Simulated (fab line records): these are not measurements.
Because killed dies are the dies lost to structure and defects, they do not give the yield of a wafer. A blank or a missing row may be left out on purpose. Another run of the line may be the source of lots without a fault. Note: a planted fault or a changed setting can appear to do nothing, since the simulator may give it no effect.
Chamber matching | flow sky130 | hdpcvd-02 running SKY_VIA3_HDPCVD_00: 3 sister chambers
The step deposits SiO2, target thk 1635 nm, time 272.5 s. 6 wafers are shown with their chamber, then 6 later ones without.

WAFERS PAIRED WITH THEIR CHAMBERS
wafer  | chamber | run_length_s (s) | susceptor_temp_C (C)
L785.1 | 1       | 299.7            | 399.61
L785.3 | 2       | 300.4            | 399.74
L786.4 | 0       | 300.1            | 399.80
L786.6 | 1       | 299.7            | 399.94
L788.5 | 2       | 300.3            | 399.88
L788.6 | 0       | 300.4            | 400.17

WAFERS WITHOUT THEIR CHAMBER
wafer  | run_length_s (s) | susceptor_temp_C (C)
L798.2 | 300.1            | 400.28
L798.5 | 300.3            | 400.22
L798.6 | 300.3            | 399.78
L802.1 | 300.2            | 399.78
L802.4 | 300.5            | 400.14
L802.6 | 300.6            | 399.57

WHICH CHAMBER EACH WENT THROUGH
wafer  | from the rows above     | in truth
L798.2 | can't be placed: 0 or 2 | 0
L798.5 | can't be placed: 0 or 2 | 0
L798.6 | can't be placed: 2 or 0 | 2
L802.1 | can't be placed: 0 or 2 | 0
L802.4 | can't be placed: 2 or 0 | 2
L802.6 | can't be placed: 2 or 0 | 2
0 of 6 placed correctly. Cannot be placed on the basis of these rows: 6; the candidates contain the true chamber in 6. 0 placed wrongly.
How it was worked out, from the rows above alone: a wafer's distance from a chamber is the root of the sum, over the readings, of the square of ((its reading less the chamber's mean) divided by the reading's scatter). The wafer belongs to the nearest chamber; if the next one is less than 2 further off, it can't be placed. For every chamber, the mean is computed from those of its wafers that are shown. The scatter: the root of (the sum of the squares of (reading less its chamber's mean) over the shown wafers, divided by (wafers less chambers)).
